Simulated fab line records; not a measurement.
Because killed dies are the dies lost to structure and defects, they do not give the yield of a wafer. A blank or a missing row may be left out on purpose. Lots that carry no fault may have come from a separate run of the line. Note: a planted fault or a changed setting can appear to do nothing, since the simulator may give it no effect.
Which tool is to blame? ; flow sky130 ; Sampling: 12 lots, 36 wafers, 5 of 708 route steps

== WHAT THE GAUGES SHOWED, per wafer ==
Not one reading of a measure or inspect step in the record can be checked against a usual standard deviation.

== EACH LOT AND THE TOOL THAT RAN IT (in order: tool; ch and the chambers of the sampled wafers; start) ==
lot;SKY_METAL1_STRIP_21;SKY_METAL5_SPUTTER_01;SKY_METAL5_SPUTTER_03;SKY_PASSIVATION_ETCH_11;SKY_PAD_OPEN_PROBE_99
L968;wet bench-04 ch 2, day 33 06:53;pvd sputter-03, day 43 12:12;pvd sputter-03, day 43 12:17;rie diel-03 ch 0,1, day 45 09:53;prober-01, day 46 09:50
L969;wet bench-04 ch 3, day 33 16:17;pvd sputter-02, day 43 17:50;pvd sputter-02, day 43 17:55;rie diel-02 ch 0,2,3, day 45 15:11;prober-02, day 46 14:15
L971;wet bench-03 ch 2, day 34 10:31;pvd sputter-03, day 44 10:47;pvd sputter-03, day 44 10:52;rie diel-04 ch 1,2,3, day 46 08:38;prober-02, day 47 08:18
L973;wet bench-02 ch 3, day 35 00:37;pvd sputter-02, day 44 22:04;pvd sputter-02, day 44 22:08;rie diel-04 ch 2,3, day 46 18:26;prober-01, day 47 17:20
L975;wet bench-03 ch 0, day 36 10:07;pvd sputter-03, day 45 22:53;pvd sputter-03, day 45 22:58;rie diel-04 ch 0,2,3, day 47 16:29;prober-02, day 48 14:12
L976;wet bench-03 ch 3, day 36 11:55;pvd sputter-03, day 45 23:59;pvd sputter-03, day 46 00:04;rie diel-04 ch 0,1,3, day 47 17:11;prober-01, day 48 14:49
L977;wet bench-04 ch 2, day 36 12:16;pvd sputter-04, day 46 01:33;pvd sputter-04, day 46 01:38;rie diel-02 ch 1,2,3, day 47 19:17;prober-02, day 48 16:30
L983;wet bench-04 ch 3, day 38 04:14;pvd sputter-03, day 47 12:24;pvd sputter-03, day 47 12:29;rie diel-03 ch 0,1,3, day 49 04:14;prober-02, day 50 00:18
L985;wet bench-04 ch 3, day 38 17:46;pvd sputter-03, day 47 19:30;pvd sputter-03, day 47 19:34;rie diel-04 ch 1,2,3, day 49 10:08;prober-02, day 50 06:16
L986;wet bench-02 ch 3, day 39 01:49;pvd sputter-04, day 48 04:41;pvd sputter-04, day 48 04:46;rie diel-02 ch 0,2,3, day 49 18:38;prober-01, day 50 13:56
L987;wet bench-03 ch 1, day 39 05:28;pvd sputter-04, day 48 09:06;pvd sputter-04, day 48 09:11;rie diel-03 ch 0,2, day 49 23:17;prober-02, day 50 18:43
L989;wet bench-04 ch 0, day 39 23:28;pvd sputter-02, day 48 18:17;pvd sputter-02, day 48 18:22;rie diel-04 ch 0,1,2, day 50 06:29;prober-02, day 51 00:37
- SKY_METAL1_STRIP_21: strips in post etch residue remover, time 1200 s.
- SKY_METAL5_SPUTTER_01: material TiN, target thk 20 nm, time 16.28 s.
- SKY_METAL5_SPUTTER_03: material Ti, target thk 5 nm, time 3.3 s.
- SKY_PASSIVATION_ETCH_11: etches the open film in CF4/O2, stops on AlCu, target depth 725 nm, time 161.1 s.
- SKY_PAD_OPEN_PROBE_99

== AS READ BY THE TOOLS THEMSELVES (means over the sampled wafers that have a number; for cases with no such wafer, the mark the record gives instead) ==
SKY_METAL5_SPUTTER_01. Usual: chamber pressure pa 0.4001 Pa, standard deviation 0.00084; throttle valve pct 29.9 %, standard deviation 0.67.
lot;tool;chamber pressure pa (Pa);throttle valve pct (%);flag
L968;pvd sputter-03;0.4000;29.9;
L969;pvd sputter-02;0.3995;30.1;
L971;pvd sputter-03;0.3997;30.3;
L973;pvd sputter-02;0.4000;29.8;
L975;pvd sputter-03;0.4006;30.2;
L976;pvd sputter-03;0.3998;30.1;
L977;pvd sputter-04;0.3998;29.2;
L983;pvd sputter-03;0.4004;30.0;
L985;pvd sputter-03;0.4003;30.4;
L986;pvd sputter-04;0.4002;28.9;
L987;pvd sputter-04;0.3995;29.0;
L989;pvd sputter-02;0.4003;29.8;

SKY_METAL5_SPUTTER_03. Usual: chamber pressure pa 0.4001 Pa, standard deviation 0.00074; throttle valve pct 29.9 %, standard deviation 0.64.
lot;tool;chamber pressure pa (Pa);throttle valve pct (%);flag
L968;pvd sputter-03;0.3996;29.9;
L969;pvd sputter-02;0.3991;30.1;
L971;pvd sputter-03;0.4003;30.1;
L973;pvd sputter-02;0.4000;29.8;
L975;pvd sputter-03;0.3993;30.2;
L976;pvd sputter-03;0.4001;29.8;
L977;pvd sputter-04;0.4000;29.2;
L983;pvd sputter-03;0.4001;30.0;
L985;pvd sputter-03;0.4004;30.5;
L986;pvd sputter-04;0.4001;29.0;
L987;pvd sputter-04;0.3998;29.0;
L989;pvd sputter-02;0.4004;29.7;

SKY_PASSIVATION_ETCH_11. Usual: cf4 flow sccm 79.98 sccm, standard deviation 0.22; drypump motor current A 5.8 A, standard deviation 0.38; oes product au 0.977 a.u., standard deviation 0.0082; throttle valve pct 5.963 %, standard deviation 0.0095.
lot;tool;cf4 flow sccm (sccm);drypump motor current A (A);oes product au (a.u.);throttle valve pct (%);flag
L968;rie diel-03;79.88;6.0;0.975;5.950;
L969;rie diel-02;80.13;5.5;0.978;5.955;
L971;rie diel-04;80.03;5.9;0.978;5.961;
L973;rie diel-04;79.91;5.9;0.988;5.960;
L975;rie diel-04;80.10;6.0;0.977;5.962;
L976;rie diel-04;80.20;6.0;0.980;5.961;
L977;rie diel-02;79.86;5.4;0.970;5.960;
L983;rie diel-03;80.12;6.2;0.981;5.967;
L985;rie diel-04;80.11;5.9;0.982;5.960;
L986;rie diel-02;80.12;5.5;0.975;5.956;
L987;rie diel-03;79.77;5.6;0.971;5.968;
L989;rie diel-04;79.92;6.0;0.979;5.967;

SKY_PAD_OPEN_PROBE_99. Usual: defect limited yield 82.3 %, standard deviation 2.1; killed_at_M0_to_M3 44, standard deviation 7.3; killed_at_M4_up 3.3, standard deviation 1.8; killed at contacts 24, standard deviation 5.3; killed at front end 16, standard deviation 5; killed at other 0.2, standard deviation 0.51; killed dies 87, standard deviation 10; killed open 47, standard deviation 7.5; killed short 40, standard deviation 6.3; sort_bin_3_pad_short 0.9 %, standard deviation 0.41; sort_bin_5_function 10.5 %, standard deviation 1.6; sort_bin_6_memory 6.3 %, standard deviation 1.2; sort n pass 405, standard deviation 10; sort yield pct 82.3 %, standard deviation 2.1.
lot;tool;defect limited yield (%);killed_at_M0_to_M3;killed_at_M4_up;killed at contacts;killed at front end;killed at other;killed dies;killed open;killed short;sort_bin_3_pad_short (%);sort_bin_5_function (%);sort_bin_6_memory (%);sort n pass;sort yield pct (%);flag
L968;prober-01;82.5;43;4.3;22;17;0.3;86;49;37;0.7;11.2;5.6;406;82.5;
L969;prober-02;81.1;50;1.7;27;14;0.0;93;53;40;0.8;12.6;5.5;399;81.1;
L971;prober-02;83.4;41;5.0;19;16;0.3;82;47;35;0.7;9.5;6.4;410;83.4;
L973;prober-01;83.7;38;3.3;24;15;0.3;80;45;36;0.7;10.8;4.9;412;83.7;
L975;prober-02;77.2;75;1.3;23;13;0.0;112;42;41;1.6;15.2;6.0;380;77.2;OFF
L976;prober-01;74.9;86;3.0;20;14;0.0;124;41;41;2.1;16.3;6.8;368;74.9;OFF
L977;prober-02;83.1;43;4.0;19;18;0.0;83;42;41;0.9;9.7;6.2;409;83.1;
L983;prober-02;82.6;41;4.0;27;13;0.0;86;45;41;1.1;9.1;7.2;406;82.6;
L985;prober-02;82.8;44;3.0;23;14;0.0;84;51;33;0.9;10.6;5.6;408;82.8;
L986;prober-01;82.3;43;2.0;27;15;0.7;87;49;38;0.9;10.7;6.1;405;82.3;
L987;prober-02;82.9;43;1.7;21;18;0.3;84;50;35;0.7;9.6;6.8;408;82.9;
L989;prober-02;79.1;50;2.3;27;23;0.3;103;58;45;0.9;13.1;6.9;389;79.1;

== THE ANSWER, worked out from the rows above alone ==
Rule: lot off if the mean of its wafers having a number is beyond 3 standard deviations from the usual mean. Also off: a lot with no number at a reading for which 4 or more lots have one. The other lots that the step has rows for count as sound. Order of review: gauges by route order, followed by the tools' own readings, for which a lot's mean as printed above is used. At the first step where some lot is off, the reading lying furthest off is the one used; lots without a number count as furthest.
Off, at SKY_PAD_OPEN_PROBE_99 on killed_at_M0_to_M3: L975, L976.
If a tool, at that step or one of the process steps before it, ran each lot that is off and ran no sound lot following the first of them, it fits. None of those tried fits.

== WHAT HAD BEEN PUT IN BY THE SIMULATOR ==
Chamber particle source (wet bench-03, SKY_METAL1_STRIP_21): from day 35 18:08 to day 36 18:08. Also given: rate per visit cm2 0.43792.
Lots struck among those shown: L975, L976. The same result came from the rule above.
